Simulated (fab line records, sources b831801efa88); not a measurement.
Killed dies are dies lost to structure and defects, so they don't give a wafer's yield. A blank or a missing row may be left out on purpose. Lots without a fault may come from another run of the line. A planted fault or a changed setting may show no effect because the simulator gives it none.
Which tool did it? | flow sky130 | 6 lots, 18 wafers sampled, at 2 steps of a route of 708

WHAT THE GAUGES READ, wafer by wafer
SKY_VT_ADJUST_HVTR_TW_MEAS_11.
lot  | measured     | on            | VT_ADJUST_HVTR_TW
L397 | day 9 20:34  | film_metro-03 | 207.2 207.4 206.6
L400 | day 10 20:12 | film_metro-04 | 206.5 206.4 208.0
L402 | day 11 08:59 | film_metro-01 | 211.2 210.0 209.7
L406 | day 12 12:44 | film_metro-04 | 206.0 206.6 206.9
L414 | day 14 22:05 | film_metro-01 | 211.4 211.9 210.9
L418 | day 16 06:40 | film_metro-01 | 213.3 213.7 213.0

WHICH TOOL RAN EACH LOT (tool, then ch and the chambers of the sampled wafers, then the start)
lot  | SKY_VT_ADJUST_HVTR_STRIP_10
L397 | plasma_asher-02 ch 0,1, day 9 20:27
L400 | plasma_asher-02 ch 0,1, day 10 20:06
L402 | plasma_asher-02 ch 0,1, day 11 08:53
L406 | plasma_asher-01 ch 0,1, day 12 12:38
L414 | plasma_asher-01 ch 0,1, day 14 21:59
L418 | plasma_asher-01 ch 0,1, day 16 06:35
- SKY_VT_ADJUST_HVTR_STRIP_10: strips in O2/N2.

THE ANSWER, worked out from the rows above alone
Rule: what is usual is taken from the lots themselves. Put in order of their means at a reading, lots are off if they are a third of the lots or fewer, leave a main group of 4 or more, and stand apart from it by a gap of 3 or more times the standard deviation of the main group's means; of several such gaps the widest counts. A main group whose means are all the same, to the digits that the tables above print for the reading, isn't used. A lot without any number at a reading at which 4 lots or more have one is off too. The other lots that the step has rows for count as sound.
No lot is off at any reading shown: from this, nothing can be told.

WHAT THE SIMULATOR HAD PUT IN
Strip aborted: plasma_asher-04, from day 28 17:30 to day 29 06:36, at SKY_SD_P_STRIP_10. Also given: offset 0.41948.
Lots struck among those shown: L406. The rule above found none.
